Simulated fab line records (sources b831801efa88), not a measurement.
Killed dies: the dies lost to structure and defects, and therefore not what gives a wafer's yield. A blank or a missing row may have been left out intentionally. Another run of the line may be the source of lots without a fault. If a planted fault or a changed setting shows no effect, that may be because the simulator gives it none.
Which tool is to blame? / flow sky130 / 36 wafers sampled from 12 lots at 1 step of a route of 708

## WHAT THE GAUGES SHOWED, per wafer
SKY_LDD_HVP_OVL_MEAS_07.
lot=L076; measured=day 22 02:53; on=overlay-02; LDD_HVP_OVL (nm)=1.6 0.3 1.5
lot=L077; measured=day 22 16:14; on=overlay-01; LDD_HVP_OVL (nm)=1.1 0.9 -0.7
lot=L079; measured=day 23 11:17; on=overlay-02; LDD_HVP_OVL (nm)=0.5 0.5 -0.1
lot=L081; measured=day 24 00:02; on=overlay-01; LDD_HVP_OVL (nm)=1.6 1.4 2.3
lot=L083; measured=day 24 20:55; on=overlay-02; LDD_HVP_OVL (nm)=1.7 1.7 2.2
lot=L085; measured=day 25 11:11; on=overlay-02; LDD_HVP_OVL (nm)=-0.4 0.2 -0.9
lot=L087; measured=day 26 06:34; on=overlay-01; LDD_HVP_OVL (nm)=1.9 2.8 2.2
lot=L089; measured=day 27 19:14; on=overlay-02; LDD_HVP_OVL (nm)=0.0 -1.5 1.6
lot=L092; measured=day 28 08:38; on=overlay-01; LDD_HVP_OVL (nm)=0.4 1.0 1.5
lot=L093; measured=day 28 14:25; on=overlay-02; LDD_HVP_OVL (nm)=1.0 -0.2 -0.9
lot=L096; measured=day 29 08:44; on=overlay-01; LDD_HVP_OVL (nm)=1.7 2.0 1.1
lot=L097; measured=day 29 15:58; on=overlay-02; LDD_HVP_OVL (nm)=0.6 1.3 1.0

## WHAT TOOL EACH LOT RAN ON (gives the tool, then ch and the chambers of the sampled wafers, and finally the start)
The record holds no process step before these readings.

## THE ANSWER, worked out from the rows above alone
Rule: the lots themselves supply what counts as usual. Put in order of their means at a reading, lots are off if they are a third of the lots or fewer, leave a main group of 4 or more, and stand apart from it by a gap of 3 or more times the standard deviation of the main group's means; of several such gaps the widest counts. A main group whose means are all the same, to the digits that the tables above print for the reading, isn't used. A lot without any number at a reading at which 4 lots or more have one is off too. The other lots that the step has rows for count as sound.
None of the lots is off at any reading shown; this tells nothing.

## WHAT WAS PUT IN BY THE SIMULATOR
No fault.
